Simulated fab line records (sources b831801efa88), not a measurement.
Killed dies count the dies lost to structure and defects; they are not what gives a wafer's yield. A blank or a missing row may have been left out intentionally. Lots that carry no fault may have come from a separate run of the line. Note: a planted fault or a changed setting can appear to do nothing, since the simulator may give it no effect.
The tool behind it: which one? -- flow sky130 -- 36 wafers from 12 lots sampled at 6 of the route's 708 steps

== WHAT THE GAUGES READ, wafer by wafer ==
SKY_LDD_HVN_OVL_MEAS_07. Usual: LDD_HVN_OVL 0.3 nm, standard deviation 1.5.
lot,measured,on,LDD_HVN_OVL (nm),flag
L588,day 20 02:58,overlay-02,-0.2 1.0 0.3,
L591,day 21 12:43,overlay-01,3.7 3.0 1.5,
L592,day 21 23:13,overlay-01,0.1 0.4 0.2,
L593,day 22 04:34,overlay-02,-0.6 -0.2 0.2,
L599,day 24 11:46,overlay-01,-0.6 -1.2 -0.7,
L602,day 25 11:01,overlay-01,-1.0 -0.2 0.6,
L603,day 25 17:07,overlay-01,-1.2 -2.0 0.0,
L604,day 26 04:58,overlay-02,0.4 -0.1 0.4,
L605,day 26 10:16,overlay-01,-0.3 1.9 0.5,
L607,day 27 01:46,overlay-01,0.9 0.7 -0.5,
L608,day 27 12:43,overlay-02,2.1 3.8 3.3,
L611,day 28 05:55,overlay-01,-2.0 0.1 -0.3,

SKY_SD_P_CD_MEAS_07 targets a cd of 380 nm. Usual: 380.7 nm for cd-nm, sd 2.5.
lot,measured,on,cd-nm (nm),flag
L588,day 25 07:55,cd-sem-01,380.5 382.1 380.8,
L591,day 26 15:19,cd-sem-01,384.0 381.1 380.0,
L592,day 26 23:49,cd-sem-01,375.0 375.3 377.9,
L593,day 27 05:07,cd-sem-02,- - -,OFF
L599,day 29 09:00,cd-sem-02,379.8 381.0 378.4,
L602,day 30 06:58,cd-sem-02,379.0 382.0 378.4,
L603,day 30 11:37,cd-sem-01,383.4 384.3 382.8,
L604,day 30 23:49,cd-sem-01,375.9 377.0 373.6,
L605,day 31 03:56,cd-sem-02,381.8 383.0 382.6,
L607,day 31 20:29,cd-sem-01,384.5 381.0 382.2,
L608,day 32 05:31,cd-sem-01,383.7 381.3 381.6,
L611,day 32 21:40,cd-sem-02,380.6 380.4 380.0,

SKY_SD_P_TW_MEAS_11. Usual: SD_P_TW 2834, standard deviation 33.
lot,measured,on,SD_P_TW,flag
L588,day 25 08:19,film-metro-02,2865 2867 2859,
L591,day 26 15:43,film-metro-01,2811 2804 2811,
L592,day 27 00:13,film-metro-01,2801 2807 2805,
L593,day 27 05:31,film-metro-02,31 31 31 31 31 31,OFF
L599,day 29 09:23,film-metro-02,2891 2888 2887,
L602,day 30 07:25,film-metro-01,2823 2814 2804,
L603,day 30 12:01,film-metro-01,2813 2823 2802,
L604,day 31 00:14,film-metro-02,2865 2879 2855,
L605,day 31 04:21,film-metro-04,2852 2839 2825,
L607,day 31 20:53,film-metro-01,2794 2795 2790,
L608,day 32 05:55,film-metro-02,2878 2857 2860,
L611,day 32 22:04,film-metro-01,2805 2808 2815,

SKY_SD_N_RS_MEAS_17: the measuring method here is four-point-probe. Usual: SD_P_RS 147.5 ohm/sq, standard deviation 0.4.
lot,measured,on,SD_P_RS (ohm/sq),flag
L588,day 27 18:31,film-metro-02,148.2 147.9 148.1,
L591,day 29 00:10,film-metro-01,147.3 147.3 147.4,
L592,day 29 08:44,film-metro-04,147.5 147.4 147.7,
L599,day 31 17:34,film-metro-04,147.4 147.8 147.2,
L602,day 32 13:41,film-metro-01,147.8 147.5 148.3,
L603,day 32 19:10,film-metro-04,147.6 146.8 147.3,
L604,day 33 07:01,film-metro-01,147.2 147.5 147.0,
L605,day 33 10:43,film-metro-01,147.1 147.4 147.0,
L607,day 34 02:37,film-metro-02,147.3 147.3 147.5,
L608,day 34 10:52,film-metro-02,148.0 147.6 147.8,
L611,day 35 03:01,film-metro-04,147.2 146.9 147.0,

== WHICH TOOL RAN EACH LOT (tool, then ch and the chambers of the sampled wafers, then the start) ==
lot,SKY_SD_P_EXPOSE_04,SKY_SD_N_RTA_14
L588,"iline-stepper-02 ch 0, day 24 16:44","rtp-anneal-02 ch 0, day 27 18:13"
L591,"iline-stepper-02 ch 0, day 26 00:44","rtp-anneal-01 ch 0, day 28 23:53"
L592,"iline-stepper-02 ch 0, day 26 09:23","rtp-anneal-02 ch 0, day 29 08:26"
L593,"iline-stepper-02 ch 0, day 26 15:08",-
L599,"iline-stepper-02 ch 0, day 28 19:29","rtp-anneal-01 ch 0, day 31 17:14"
L602,"iline-stepper-02 ch 0, day 29 17:08","rtp-anneal-02 ch 0, day 32 13:22"
L603,"iline-stepper-01 ch 0, day 29 21:40","rtp-anneal-01 ch 0, day 32 18:53"
L604,"iline-stepper-02 ch 0, day 30 10:23","rtp-anneal-02 ch 0, day 33 06:44"
L605,"iline-stepper-01 ch 0, day 30 15:05","rtp-anneal-01 ch 0, day 33 10:26"
L607,"iline-stepper-02 ch 0, day 31 06:37","rtp-anneal-01 ch 0, day 34 02:19"
L608,"iline-stepper-02 ch 0, day 31 16:35","rtp-anneal-02 ch 0, day 34 10:34"
L611,"iline-stepper-01 ch 0, day 32 08:50","rtp-anneal-01 ch 0, day 35 02:44"
- SKY_SD_P_EXPOSE_04: exposes mask PSDM, target cd 380 nm.
- SKY_SD_N_RTA_14: time 2 s.

== AS READ BY THE TOOLS THEMSELVES (means over the sampled wafers that have a number; for cases with no such wafer, the mark the record gives instead) ==
SKY_SD_N_RTA_14. Usual: lamp-power-pct 15.73 %, standard deviation 0.052; ramp-down-c-per-s 90.002, standard deviation 0.017; wafer_temp_C_max 1077.9, standard deviation 1.1.
lot,tool,lamp-power-pct (%),ramp-down-c-per-s,wafer_temp_C_max,flag
L588,rtp-anneal-02,15.69,90.009,1078.9,
L591,rtp-anneal-01,15.69,90.007,1077.5,
L592,rtp-anneal-02,15.75,90.018,1077.4,
L599,rtp-anneal-01,15.68,90.006,1078.3,
L602,rtp-anneal-02,15.74,89.995,1077.6,
L603,rtp-anneal-01,15.78,90.011,1077.9,
L604,rtp-anneal-02,15.72,90.002,1077.2,
L605,rtp-anneal-01,15.73,90.002,1077.9,
L607,rtp-anneal-01,15.73,90.014,1077.0,
L608,rtp-anneal-02,15.73,90.017,1078.8,
L611,rtp-anneal-01,15.73,89.990,1078.9,

== THE ANSWER, worked out from the rows above alone ==
Rule: lot off if the mean of its wafers having a number is beyond 3 standard deviations from the usual mean. A lot without any number at a reading at which 4 lots or more have one is off too. The other lots that the step has rows for count as sound. The gauges are gone through in route order, then the tools' own readings, and for those a lot's mean is taken as printed above. The first step at which some lot is off is used, and at that step the reading that is off furthest; a lot without a number counts as furthest.
Off: L593, at SKY_SD_P_CD_MEAS_07 (cd-nm). Without a number there: L593.
A tool fits if, at a process step before that reading, it ran every lot that is off, and no sound lot after the first of them. The gauges at SKY_SD_P_CD_MEAS_07 aren't tried: what is off there is off at SKY_SD_P_TW_MEAS_11 too, on other tools, and a gauge's error can't cause that. None of those tried fits.

== WHAT THE SIMULATOR HAD PUT IN ==
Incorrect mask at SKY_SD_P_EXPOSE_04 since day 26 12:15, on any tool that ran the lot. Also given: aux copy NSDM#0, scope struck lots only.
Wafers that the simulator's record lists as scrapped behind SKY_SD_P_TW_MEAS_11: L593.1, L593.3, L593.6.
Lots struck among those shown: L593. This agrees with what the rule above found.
